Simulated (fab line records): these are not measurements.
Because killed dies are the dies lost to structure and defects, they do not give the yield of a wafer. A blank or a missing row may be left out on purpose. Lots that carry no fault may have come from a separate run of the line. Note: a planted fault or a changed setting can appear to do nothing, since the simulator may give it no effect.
What tool caused it? -- flow sky130 -- 36 wafers from 12 lots sampled at 2 of the route's 708 steps

== WHAT THE GAUGES READ, wafer by wafer ==
SKY_VIA4_OVL_MEAS_11. Usual: VIA4_OVL 0.0 nm, standard deviation 1.8.
lot,measured,on,VIA4_OVL (nm),flag
L430,day 42 16:11,overlay-01,-1.5 0.1 1.5,
L433,day 43 14:13,overlay-01,3.5 3.2 3.0,
L437,day 44 23:32,overlay-01,1.3 1.7 0.6,
L438,day 45 05:37,overlay-02,0.8 0.3 0.6,
L439,day 45 15:02,overlay-02,1.5 1.6 1.7,
L442,day 46 00:46,overlay-01,-2.4 -2.2 -1.3,
L443,day 46 10:43,overlay-02,0.4 0.5 -1.8,
L444,day 46 15:30,overlay-01,0.9 0.5 2.6,
L448,day 47 16:23,overlay-01,2.0 1.3 1.2,
L449,day 47 18:22,overlay-01,-1.9 -0.9 -3.2,
L450,day 48 14:31,overlay-01,2.9 1.1 0.9,
L453,day 49 00:34,overlay-01,-0.9 -0.7 -1.3,

== EACH LOT AND THE TOOL THAT RAN IT (in order: tool; ch and the chambers of the sampled wafers; start) ==
lot,SKY_METAL4_SPUTTER_00
L430,"pvd sputter-03, day 39 13:07"
L433,"pvd sputter-03, day 40 13:29"
L437,"pvd sputter-04, day 42 02:17"
L438,"pvd sputter-03, day 42 07:02"
L439,"pvd sputter-02, day 42 18:05"
L442,"pvd sputter-03, day 43 04:46"
L443,"pvd sputter-02, day 43 15:54"
L444,"pvd sputter-03, day 43 20:40"
L448,"pvd sputter-03, day 45 00:50"
L449,"pvd sputter-03, day 45 01:57"
L450,"pvd sputter-03, day 46 01:05"
L453,"pvd sputter-02, day 46 12:14"
- SKY_METAL4_SPUTTER_00: material Ti, target thk 15 nm, time 10 s.

== AS READ BY THE TOOLS THEMSELVES (means over the sampled wafers that have a number; for cases with no such wafer, the mark the record gives instead) ==
SKY_METAL4_SPUTTER_00. Usual: throttle valve pct 29.7 %, standard deviation 0.84.
lot,tool,throttle valve pct (%),flag
L430,pvd sputter-03,30.3,
L433,pvd sputter-03,29.6,
L437,pvd sputter-04,29.8,
L438,pvd sputter-03,29.7,
L439,pvd sputter-02,30.2,
L442,pvd sputter-03,29.1,
L443,pvd sputter-02,30.0,
L444,pvd sputter-03,30.3,
L448,pvd sputter-03,29.8,
L449,pvd sputter-03,29.2,
L450,pvd sputter-03,29.7,
L453,pvd sputter-02,29.8,

== THE ANSWER, worked out from the rows above alone ==
Rule: a lot is off if the mean of its wafers that have a number lies more than 3 standard deviations from the usual mean. Also off: a lot with no number at a reading for which 4 or more lots have one. The other lots that the step has rows for count as sound. After the gauges, taken in route order, come the tools' own readings; for these a lot's mean is taken, as printed above. At the first step where some lot is off, the reading lying furthest off is the one used; lots without a number count as furthest.
No lot is off at any reading shown: from this, nothing can be told.

== WHAT THE SIMULATOR HAD PUT IN ==
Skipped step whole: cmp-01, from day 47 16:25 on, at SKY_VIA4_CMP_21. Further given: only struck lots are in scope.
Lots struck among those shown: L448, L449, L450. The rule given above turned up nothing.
